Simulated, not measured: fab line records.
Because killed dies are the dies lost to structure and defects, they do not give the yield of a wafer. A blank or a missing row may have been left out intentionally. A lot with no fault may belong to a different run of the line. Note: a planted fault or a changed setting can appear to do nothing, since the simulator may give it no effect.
What tool caused it? | flow sfq-line | 14 lots with 42 wafers sampled at 6 steps, on a route of 325 steps

## WHAT EACH GAUGE READ, for each wafer
No reading from a measuring or inspecting step in the record can be judged against a usual standard deviation.

## TOOL THAT RAN EACH LOT (tool first, then ch and the chambers of the sampled wafers, then the start)
lot  | SFQ_TRILAYER_A5B_DEP_PECVD_129  | SFQ_TRILAYER_R5_DEP_SPUTTER_132 | SFQ_TRILAYER_R5_STRIP_STRIP_140   | SFQ_TRILAYER_M7_BARC_OPEN_METAL_ETCH_229 | SFQ_TRILAYER_M7_ETCH_METAL_ETCH_180 | SFQ_TRILAYER_I7_VIA_LITHO_EXPOSE_188
L878 | pecvd-03 ch 0,2, day 65 04:43   | pvd-sputter-05, day 65 11:02    | rie-metal-01 ch 0,1, day 65 14:02 | rie-metal-03 ch 0,1, day 78 18:58        | rie-metal-03 ch 0,1, day 78 19:05   | krf-scanner-01 ch 0, day 79 01:43
L879 | pecvd-03 ch 0,1,2, day 65 16:36 | pvd-sputter-04, day 66 03:14    | rie-metal-04 ch 1, day 67 06:31   | rie-metal-02 ch 0, day 78 20:11          | rie-metal-02 ch 0, day 78 20:21     | krf-scanner-01 ch 0, day 79 05:19
L880 | pecvd-01 ch 0,1,2, day 70 02:29 | pvd-sputter-04, day 70 06:47    | rie-metal-01 ch 1, day 74 11:13   | rie-metal-03 ch 0,1, day 83 06:13        | rie-metal-03 ch 0,1, day 83 06:16   | krf-scanner-01 ch 0, day 83 13:22
L881 | pecvd-03 ch 1,2, day 70 03:40   | pvd-sputter-06, day 70 09:32    | rie-metal-04 ch 0,1, day 74 12:18 | rie-metal-02 ch 0,1, day 83 10:07        | rie-metal-02 ch 0,1, day 83 10:10   | krf-scanner-01 ch 0, day 83 16:58
L882 | pecvd-02 ch 0,1, day 70 06:05   | pvd-sputter-04, day 70 10:23    | rie-metal-01 ch 0,1, day 74 13:30 | rie-metal-04 ch 0,1, day 83 11:19        | rie-metal-04 ch 0,1, day 83 11:22   | krf-scanner-01 ch 0, day 83 19:22
L883 | pecvd-01 ch 0,1,2, day 70 08:28 | pvd-sputter-04, day 70 12:46    | rie-metal-01 ch 0,1, day 74 18:18 | rie-metal-02 ch 0,1, day 83 12:31        | rie-metal-02 ch 0,1, day 83 12:34   | krf-scanner-01 ch 0, day 83 23:10
L887 | pecvd-02 ch 0,1,2, day 70 16:52 | pvd-sputter-05, day 70 21:46    | rie-metal-01 ch 0,1, day 75 01:30 | rie-metal-02 ch 0,1, day 83 23:19        | rie-metal-02 ch 0,1, day 83 23:22   | krf-scanner-01, day 84 14:22
L888 | pecvd-01 ch 0,1,2, day 70 18:04 | pvd-sputter-06, day 70 23:35    | rie-metal-01 ch 0,1, day 75 03:54 | rie-metal-02 ch 0,1, day 84 01:43        | rie-metal-02 ch 0,1, day 84 01:46   | krf-scanner-01, day 84 19:10
L896 | pecvd-01 ch 0,1, day 75 15:16   | pvd-sputter-06, day 75 19:34    | rie-metal-01 ch 0,1, day 79 20:23 | rie-metal-04 ch 0,1, day 88 09:51        | rie-metal-04 ch 0,1, day 88 09:55   | krf-scanner-01 ch 0, day 89 21:16
L897 | pecvd-02 ch 0,1,2, day 75 22:46 | pvd-sputter-06, day 76 03:12    | rie-metal-01 ch 0,1, day 80 04:47 | rie-metal-03 ch 1, day 88 18:15          | rie-metal-03 ch 1, day 88 18:19     | krf-scanner-01 ch 0, day 89 22:28
L898 | pecvd-02 ch 0,1,2, day 76 06:59 | pvd-sputter-04, day 76 11:17    | rie-metal-01 ch 0,1, day 80 15:35 | rie-metal-04 ch 0, day 91 13:34          | rie-metal-04 ch 0, day 91 13:41     | krf-scanner-01 ch 0, day 91 22:41
L899 | pecvd-01 ch 0,1,2, day 76 10:25 | pvd-sputter-05, day 76 14:43    | rie-metal-04 ch 0,1, day 80 19:23 | rie-metal-03 ch 0,1, day 91 18:23        | rie-metal-03 ch 0,1, day 91 18:28   | krf-scanner-01 ch 0, day 92 05:06
L900 | pecvd-03 ch 0,2, day 76 13:02   | pvd-sputter-06, day 76 17:20    | rie-metal-03 ch 0,1, day 80 21:35 | rie-metal-03 ch 0,1, day 91 20:46        | rie-metal-03 ch 0,1, day 91 20:50   | krf-scanner-01 ch 0, day 92 05:54
L901 | pecvd-02 ch 1,2, day 76 14:22   | pvd-sputter-04, day 76 18:39    | rie-metal-04 ch 0, day 80 23:59   | rie-metal-02 ch 0, day 91 23:10          | rie-metal-02 ch 0, day 91 23:14     | krf-scanner-01 ch 0, day 92 13:06
- SFQ_TRILAYER_A5B_DEP_PECVD_129: deposits SiO2 from SiH4/N2O, time 133.33 s, target thk 600 nm.
- SFQ_TRILAYER_R5_DEP_SPUTTER_132: material Ti, target thk 5 nm, time 5 s.
- SFQ_TRILAYER_R5_STRIP_STRIP_140: strips in O2.
- SFQ_TRILAYER_M7_BARC_OPEN_METAL_ETCH_229: etches BARC in O2, target depth 125 nm, time 41.7 s.
- SFQ_TRILAYER_M7_ETCH_METAL_ETCH_180: etches Nb in Cl2/Ar, stops on SiO2, target depth 240 nm, time 120 s.
- SFQ_TRILAYER_I7_VIA_LITHO_EXPOSE_188: exposes mask I7, target cd 1000 nm.

## AS READ BY THE TOOLS THEMSELVES (means over the sampled wafers that have a number; for cases with no such wafer, the mark the record gives instead)
SFQ_TRILAYER_A5B_DEP_PECVD_129.
lot  | tool     | heater-power-w (W) | rf-fwd-power-W (W) | throttle-valve-pct (%)
L878 | pecvd-03 | 89                 | 182.4              | 25.4
L879 | pecvd-03 | 87                 | 182.3              | 24.6
L880 | pecvd-01 | 82                 | 182.5              | 24.9
L881 | pecvd-03 | 92                 | 182.0              | 24.6
L882 | pecvd-02 | 93                 | 182.9              | 24.4
L883 | pecvd-01 | 90                 | 182.6              | 25.1
L887 | pecvd-02 | 91                 | 183.2              | 24.7
L888 | pecvd-01 | 85                 | 182.1              | 25.2
L896 | pecvd-01 | 99                 | 182.8              | 25.8
L897 | pecvd-02 | 87                 | 182.2              | 24.9
L898 | pecvd-02 | 91                 | 182.1              | 24.8
L899 | pecvd-01 | 83                 | 182.8              | 25.7
L900 | pecvd-03 | 75                 | 182.0              | 25.1
L901 | pecvd-02 | 94                 | 182.6              | 25.0

SFQ_TRILAYER_R5_DEP_SPUTTER_132.
lot  | tool           | throttle-valve-pct (%)
L878 | pvd-sputter-05 | 29.7
L879 | pvd-sputter-04 | 29.1
L880 | pvd-sputter-04 | 29.6
L881 | pvd-sputter-06 | 30.0
L882 | pvd-sputter-04 | 29.2
L883 | pvd-sputter-04 | 29.5
L887 | pvd-sputter-05 | 29.9
L888 | pvd-sputter-06 | 30.2
L896 | pvd-sputter-06 | 29.7
L897 | pvd-sputter-06 | 29.5
L898 | pvd-sputter-04 | 29.4
L899 | pvd-sputter-05 | 29.5
L900 | pvd-sputter-06 | 30.3
L901 | pvd-sputter-04 | 29.7

SFQ_TRILAYER_R5_STRIP_STRIP_140.
lot  | tool         | drypump-motor-current-A (A) | oes-product-au (a.u.)
L878 | rie-metal-01 | 5.77                        | 1.004
L879 | rie-metal-04 | 5.32                        | 1.001
L880 | rie-metal-01 | 5.69                        | 1.007
L881 | rie-metal-04 | 5.23                        | 1.001
L882 | rie-metal-01 | 5.75                        | 1.001
L883 | rie-metal-01 | 5.76                        | 1.005
L887 | rie-metal-01 | 5.79                        | 1.002
L888 | rie-metal-01 | 5.75                        | 0.998
L896 | rie-metal-01 | 5.75                        | 1.001
L897 | rie-metal-01 | 5.78                        | 1.002
L898 | rie-metal-01 | 5.75                        | 1.001
L899 | rie-metal-04 | 5.22                        | 0.992
L900 | rie-metal-03 | 5.41                        | 0.994
L901 | rie-metal-04 | 5.17                        | 0.993

SFQ_TRILAYER_M7_BARC_OPEN_METAL_ETCH_229.
lot  | tool         | bias-w (W) | chamber-pressure-mTorr (mTorr) | drypump-motor-current-A (A) | oes-product-au (a.u.) | rf-fwd-power-W (W)
L878 | rie-metal-03 | 79.73      | 9.992                          | 5.49                        | 0.687                 | 591.1
L879 | rie-metal-02 | 79.55      | 9.992                          | 6.02                        | 0.683                 | 596.4
L880 | rie-metal-03 | 79.98      | 10.001                         | 5.38                        | 0.686                 | 593.6
L881 | rie-metal-02 | 80.23      | 10.012                         | 5.94                        | 0.687                 | 594.0
L882 | rie-metal-04 | 79.79      | 9.998                          | 5.23                        | 0.688                 | 593.2
L883 | rie-metal-02 | 80.11      | 10.005                         | 5.90                        | 0.683                 | 595.9
L887 | rie-metal-02 | -          | -                              | -                           | -                     | -
L888 | rie-metal-02 | -          | -                              | -                           | -                     | -
L896 | rie-metal-04 | 80.16      | 9.999                          | 5.26                        | 0.683                 | 592.8
L897 | rie-metal-03 | 80.24      | 10.000                         | 5.32                        | 0.685                 | 591.5
L898 | rie-metal-04 | 80.26      | 10.000                         | 5.17                        | 0.684                 | 592.4
L899 | rie-metal-03 | 80.09      | 10.000                         | 5.50                        | 0.689                 | 593.6
L900 | rie-metal-03 | 79.82      | 10.000                         | 5.39                        | 0.682                 | 593.7
L901 | rie-metal-02 | 79.99      | 10.003                         | 6.01                        | 0.683                 | 593.0

SFQ_TRILAYER_M7_ETCH_METAL_ETCH_180.
lot  | tool         | bias-w (W) | chamber-pressure-mTorr (mTorr) | drypump-motor-current-A (A) | oes-product-au (a.u.) | rf-fwd-power-W (W)
L878 | rie-metal-03 | 79.94      | 10.003                         | 5.50                        | 0.899                 | 596.9
L879 | rie-metal-02 | 79.54      | 10.002                         | 6.00                        | 0.896                 | 596.2
L880 | rie-metal-03 | 80.10      | 9.996                          | 5.41                        | 0.897                 | 595.2
L881 | rie-metal-02 | 79.80      | 9.995                          | 5.90                        | 0.898                 | 597.5
L882 | rie-metal-04 | 79.99      | 10.004                         | 5.22                        | 0.885                 | 596.9
L883 | rie-metal-02 | 80.28      | 10.000                         | 5.91                        | 0.895                 | 598.4
L887 | rie-metal-02 | 80.00      | 10.005                         | 5.91                        | 0.374                 | 596.8
L888 | rie-metal-02 | 79.93      | 10.001                         | 5.93                        | 0.377                 | 597.1
L896 | rie-metal-04 | 80.26      | 10.015                         | 5.28                        | 0.899                 | 594.8
L897 | rie-metal-03 | 79.70      | 9.995                          | 5.31                        | 0.886                 | 594.9
L898 | rie-metal-04 | 80.03      | 10.002                         | 5.17                        | 0.902                 | 597.9
L899 | rie-metal-03 | 79.99      | 10.002                         | 5.51                        | 0.896                 | 596.4
L900 | rie-metal-03 | 80.12      | 9.990                          | 5.44                        | 0.897                 | 596.5
L901 | rie-metal-02 | 79.92      | 10.003                         | 5.96                        | 0.896                 | 600.3

SFQ_TRILAYER_I7_VIA_LITHO_EXPOSE_188.
lot  | tool           | exposure-dose-mJ-cm2 | focus-offset-nm (nm)
L878 | krf-scanner-01 | 21.285               | -0.1
L879 | krf-scanner-01 | 21.288               | -0.2
L880 | krf-scanner-01 | 21.285               | 0.7
L881 | krf-scanner-01 | 21.293               | -0.1
L882 | krf-scanner-01 | 21.321               | 0.0
L883 | krf-scanner-01 | 21.306               | 0.3
L887 | krf-scanner-01 | -                    | -
L888 | krf-scanner-01 | -                    | -
L896 | krf-scanner-01 | 21.318               | -0.2
L897 | krf-scanner-01 | 21.306               | -0.3
L898 | krf-scanner-01 | 21.314               | 0.0
L899 | krf-scanner-01 | 21.324               | 0.4
L900 | krf-scanner-01 | 21.300               | -0.5
L901 | krf-scanner-01 | 21.330               | 0.1

## THE ANSWER, worked out from the rows above alone
Rule: usual is defined by the lots themselves. The widest of any qualifying gaps counts: lots, ordered by their means at a reading, are off when they make up no more than a third of the lots, leave a main group of 4 or more, and stand apart from it by 3 or more times the standard deviation of that group's means. A main group whose means are all the same, to the digits that the tables above print for the reading, isn't used. Also off: a lot with no number at a reading for which 4 or more lots have one. Any other lot the step has rows for is counted as sound. Order of review: gauges by route order, followed by the tools' own readings, for which a lot's mean as printed above is used. At the first step where some lot is off, the reading lying furthest off is the one used; lots without a number count as furthest.
Off, at SFQ_TRILAYER_M7_BARC_OPEN_METAL_ETCH_229 on bias-w: L887, L888. Without a number there: L887, L888. Main group: mean 80.00 W, sd 0.22.
A tool fits if, at that step or a process step before it, it ran every lot that is off, and no sound lot after the first of them. No candidate that was tried fits.

## WHAT THE SIMULATOR PUT IN
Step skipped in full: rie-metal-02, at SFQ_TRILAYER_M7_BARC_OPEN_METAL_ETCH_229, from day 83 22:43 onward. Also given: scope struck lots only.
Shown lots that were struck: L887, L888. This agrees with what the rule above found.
